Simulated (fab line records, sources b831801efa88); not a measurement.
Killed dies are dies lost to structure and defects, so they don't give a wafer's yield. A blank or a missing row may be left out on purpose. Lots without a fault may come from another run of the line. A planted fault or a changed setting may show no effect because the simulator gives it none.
Chamber matching | flow gf180mcu | GF_V1_CVD_02 on pecvd-02: 3 sister chambers
The step deposits SiO2 from TEOS, target thk 850 nm, time 94.851 s. 16 wafers are shown with their chamber, then 8 later ones without.

WAFERS WITH THEIR CHAMBER
wafer  | chamber | heater_power_w (W) | rf_fwd_power_W (W)
L907.3 | 1       | 611                | 599.6
L907.5 | 1       | 640                | 596.5
L907.6 | 2       | 744                | 597.1
L910.3 | 2       | 708                | 594.9
L910.5 | 2       | 712                | 595.3
L910.6 | 0       | 576                | 597.3
L913.1 | 2       | 659                | 592.7
L913.5 | 2       | 697                | 592.1
L913.6 | 0       | 574                | 595.2
L914.3 | 0       | 620                | 593.4
L914.4 | 2       | 695                | 592.9
L914.6 | 0       | 488                | 595.0
L915.1 | 0       | 602                | 594.3
L915.5 | 1       | 531                | 596.4
L915.6 | 2       | 581                | 597.3
L917.4 | 2       | 661                | 600.8

SIGNATURES (means of the wafers above)
reading        | chamber 0 | chamber 1 | chamber 2 | scatter within a chamber
heater_power_w | 572.00    | 594.00    | 682.12    | 50.9
rf_fwd_power_W | 595.040   | 597.500   | 595.388   | 2.41
Rule: a wafer's distance from a chamber is the root of the sum, over the readings, of the square of ((its reading less the chamber's mean) divided by the reading's scatter). The wafer belongs to the nearest chamber; if the next one is less than 2 further off, it can't be placed. The scatter: the root of (the sum of the squares of (reading less its chamber's mean) over the shown wafers, divided by (wafers less chambers)).

WAFERS WITHOUT THEIR CHAMBER
wafer  | heater_power_w (W) | rf_fwd_power_W (W)
L917.5 | 622                | 600.3
L917.6 | 619                | 595.0
L921.2 | 666                | 596.1
L921.5 | 580                | 595.3
L921.6 | 538                | 596.9
L923.1 | 534                | 596.9
L923.4 | 598                | 595.4
L923.5 | 494                | 593.6

WHICH CHAMBER EACH WENT THROUGH
wafer  | from the rows above          | in truth
L917.5 | can't be placed: 1 or 2 or 0 | 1
L917.6 | can't be placed: 0 or 1 or 2 | 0
L921.2 | can't be placed: 2 or 1 or 0 | 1
L921.5 | can't be placed: 0 or 1 or 2 | 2
L921.6 | can't be placed: 0 or 1 or 2 | 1
L923.1 | can't be placed: 0 or 1 or 2 | 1
L923.4 | can't be placed: 0 or 1 or 2 | 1
L923.5 | can't be placed: 0 or 1      | 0
Placed correctly: 0 of 8. Can't be placed from these rows: 8 (the true chamber is among the candidates in 8). Placed wrongly: 0.
